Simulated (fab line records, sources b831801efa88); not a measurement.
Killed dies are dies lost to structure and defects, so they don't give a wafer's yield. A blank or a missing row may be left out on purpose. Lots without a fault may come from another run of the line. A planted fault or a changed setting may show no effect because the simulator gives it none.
A struck lot beside a sound one | flow gf180mcu | 14 steps out of a route of 602
Sound: wafers L485.1, L485.4, L485.6. Struck: wafers L489.1, L489.2, L489.4. The cause comes at the end.
At each step with rows: each side's tool, then ch and its chambers, then its first start. Under that, the readings that differ: sound wafers | struck wafers | difference of the means | sigmas: that difference in standard deviations of wafers without a fault.
alike: readings whose means differ by less than 2 such deviations, and words and numbers that are the same on both sides. not compared: withheld readings, readings that some wafer has no value for, bounds like >300 that may hide the same value, and numbers for which the record gives no deviation and whose values overlap.
The two part at a step that has a row with sigmas, a row that says differs or no value, or rows on one side only. Numbers that don't overlap but have no deviation are shown without sigmas and don't part them. A reading that every wafer of one side lacks parts them only if that side has two wafers or more.

GF_CONTACT_THK_MEAS_01:
  sound on film_metro-04, day 17 11:40; struck on film_metro-02, day 18 18:25
  alike: CONTACT_CVD_00_THK
GF_CONTACT_CVD_02: deposits SiO2 from TEOS, target thk 860 nm, time 95.992 s.
  sound on pecvd-02 ch 0,2, day 17 11:43; struck on pecvd-04 ch 0,1, day 18 18:28
  alike: heater_power_w, susceptor_temp_C
GF_CONTACT_THK_MEAS_03:
  sound on film_metro-02, day 17 11:47; struck on film_metro-04, day 18 18:32
  alike: CONTACT_CVD_02_THK
GF_CONTACT_CMP_04: polishes SiO2.
  sound on cmp-01 ch 0,1, day 17 11:51; struck on cmp-01 ch 1,2,3, day 18 18:36
  alike: motor_current_A, slurry_filter_dp_kPa, slurry_flow_ml_min, time_to_endpoint_s
GF_CONTACT_BOW_MEAS_05:
  sound on film_metro-01, day 17 12:09; struck on film_metro-02, day 18 18:54
  alike: CONTACT_BOW
then, 4 steps without rows for these wafers: GF_CONTACT_DEHYDRATE_06 (time 60 s); GF_CONTACT_HMDS_07 (prime time 60 s); GF_CONTACT_COAT_08; GF_CONTACT_COAT_09 (resist thk 1000 nm).
GF_CONTACT_SOFTBAKE_10: time 62.09 s.
  sound on litho_track-01 ch 0; struck on litho_track-01 ch 0
  alike: plate_sensor_t_centre_C, plate_sensor_t_edge_C
then, 2 steps without rows for these wafers: GF_CONTACT_EXPOSE_11 (exposes mask Contact, target cd 220 nm); GF_CONTACT_PEB_12 (peb time 90 s).
GF_CONTACT_DEVELOP_13: develop time 60 s.
  sound on litho_track-01 ch 0, day 18 11:55; struck on litho_track-01, day 19 19:07
  no value came back on the struck wafers for chill_plate_temp_C (C), develop_time_s (s); on the sound wafers chill_plate_temp_C (C) reads 22.97 22.92 23.06
  reading                                  | sound           | struck         | difference | sigmas
  model.KrF_of_CONTACT_COAT_09.thk_nm (nm) | 990 988.3 987.2 | 1001 1001 1002 | +13        |
GF_CONTACT_CD_MEAS_14: target cd 220 nm.
  sound on cd_sem-02, day 18 12:04; struck on cd_sem-01, day 19 19:16
  reading    | sound             | struck | difference                    | sigmas
  cd_nm (nm) | 219.3 217.2 218.6 | - - -  | no value on the struck wafers |

WHERE THEY PART
First at GF_CONTACT_DEVELOP_13; last, within this record, at GF_CONTACT_CD_MEAS_14.

WHY: what the simulator had put in
Skipped step whole: litho_track-01, from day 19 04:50 on, at GF_CONTACT_DEVELOP_13. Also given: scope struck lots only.
